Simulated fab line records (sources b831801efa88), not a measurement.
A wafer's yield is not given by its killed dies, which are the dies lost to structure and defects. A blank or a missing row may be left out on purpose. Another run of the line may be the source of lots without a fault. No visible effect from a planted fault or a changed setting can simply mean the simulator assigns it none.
Problem report in the 8D (eight disciplines) form, filled by code -- flow sfq_line -- the parts of the form that need people (team, actions taken, sign-off) are left out

1. WHAT IS WRONG
Mean of exposure_dose_mJ_cm2 at SFQ_TRILAYER_M7_LITHO_EXPOSE_178: 17.407 across 8 wafers in 3 lots; on wafers with no fault it is 14.402 (standard deviation 0.015). That is +99 or more standard deviations from the usual mean.
The step: exposes mask M7, target cd 500 nm.
The first sign was on wafer L980.1 at day 85 04:29, on krf_scanner-02. At this step, 20 wafers from 7 lots have a number in the record. The rule behind "out" and "out of limits": a value lying over 4 standard deviations away from the usual mean. Any other wafer with a number is counted as sound.

2. WHAT IT IS; WHAT IT IS NOT
question,is,is not
which readings at this step,exposure_dose_mJ_cm2,focus_offset_nm
which lots,"L980, L981, L982","L967, L971, L987, L989"
which wafers of those lots,all that have a number,-
read on which tools,krf_scanner-02,krf_scanner-01
when,from day 85 04:29,"up to then (6 sound wafers); but 6 sound wafers of L987, L989 came after"

3. SUSPECTS, AND WHAT RULES EACH OUT
Counting: a tool stays on the suspect list if, at a process step up to the reading, it processed all lots that are out and no sound lot following the first of them.
- krf_scanner-02 at SFQ_TRILAYER_M7_LITHO_EXPOSE_178 (exposes mask M7, target cd 500 nm): kept. It processed each lot that is out, first L980 at day 85 04:29, and no sound lot thereafter; up to then, the last sound lot it processed was L967 at day 82 08:49. Out on those wafers are its own readings of exposure_dose_mJ_cm2.
Remaining after the count: krf_scanner-02 at SFQ_TRILAYER_M7_LITHO_EXPOSE_178.

4. THE CAUSE (what the simulator had put in)
Process parameters drifting: krf_scanner-02 at SFQ_TRILAYER_M7_LITHO_EXPOSE_178, beginning at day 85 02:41. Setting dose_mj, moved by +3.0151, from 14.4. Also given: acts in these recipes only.
This tool alone remained once counting was done.

5. SEQUENCE OF EFFECTS, ordered by route
Each row: a reading where the mean over the struck wafers with a number is more than 3 standard deviations away from the usual. Only readings for which the record gives a usual standard deviation are gone through. hours: the time from each lot's start at the first step in this table that gives one to its start at this step, as a median over the lots. sigmas: the change in usual standard deviations.
hours,step,reading,usual,on struck wafers,change,sigmas
0,SFQ_TRILAYER_M7_LITHO_EXPOSE_178,exposure_dose_mJ_cm2,14.402,17.407,+3.005,+99 or more
Its process steps:
- SFQ_TRILAYER_M7_LITHO_EXPOSE_178: exposes mask M7, target cd 500 nm.
Later measuring or inspecting steps at which every struck wafer that the step has a row for has a number for every such reading, and none has moved that far: SFQ_M7_OVL_MEAS_945, SFQ_I7_BOW_MEAS_946, SFQ_I7_OVL_MEAS_947, SFQ_M8_BOW_MEAS_951.

6. HOW IT WOULD HAVE BEEN CAUGHT EARLIER
In this record no reading fell out of limits until day 85 04:29, 2 hours after the fault had begun at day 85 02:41.
